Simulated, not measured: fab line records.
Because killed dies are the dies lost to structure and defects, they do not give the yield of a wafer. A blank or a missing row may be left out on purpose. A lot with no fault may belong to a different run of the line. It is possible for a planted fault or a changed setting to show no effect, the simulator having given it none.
Chamber matching	flow sky130	SKY_VIA3_CMP_24 on cmp-01: 4 sister chambers
The step polishes, stops on SiO2, t overpolish 20 s, target thk 0 nm. 8 wafers are shown with their chamber, then 12 later ones without.

## EACH WAFER AND ITS CHAMBER
wafer	chamber	motor current A (A)	overpolish run s (s)
L083.1	1	10.5	19.982
L083.3	2	9.0	19.985
L084.3	1	10.0	20.007
L087.2	0	11.2	19.997
L087.6	3	8.6	20.011
L091.3	2	8.9	19.996
L091.5	0	11.4	20.012
L091.6	3	9.2	19.998

## WAFERS WITH NO CHAMBER GIVEN
wafer	motor current A (A)	overpolish run s (s)
L092.1	9.2	20.000
L092.3	11.5	20.007
L092.5	11.1	19.991
L093.2	9.4	20.000
L093.3	10.4	20.022
L093.5	9.2	20.001
L094.2	9.8	19.990
L094.4	11.5	19.980
L094.6	11.6	20.005
L096.1	9.0	20.001
L096.2	10.8	19.994
L096.4	11.9	19.990

## EACH ONE'S CHAMBER
wafer	from the rows above	in truth
L092.1	can't be placed: 3 or 2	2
L092.3	0	0
L092.5	can't be placed: 0 or 1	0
L093.2	can't be placed: 2 or 3 or 1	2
L093.3	can't be placed: 1 or 0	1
L093.5	can't be placed: 3 or 2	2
L094.2	can't be placed: 1 or 2 or 3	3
L094.4	0	0
L094.6	0	0
L096.1	can't be placed: 3 or 2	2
L096.2	can't be placed: 1 or 0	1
L096.4	0	0
4 of 12 placed correctly. From these rows, 8 cannot be placed; in 8 the true chamber is one of the candidates. Wrongly placed: 0.
How it was worked out, from the rows above alone: a wafer's distance from a chamber is the root of the sum, over the readings, of the square of ((its reading less the chamber's mean) divided by the reading's scatter). The wafer belongs to the nearest chamber; if the next one is less than 2 further off, it can't be placed. A chamber's mean is the mean of its shown wafers. The scatter is the square root of a quotient: the sum, over the shown wafers, of each reading's squared deviation from its chamber's mean, divided by wafers minus chambers.
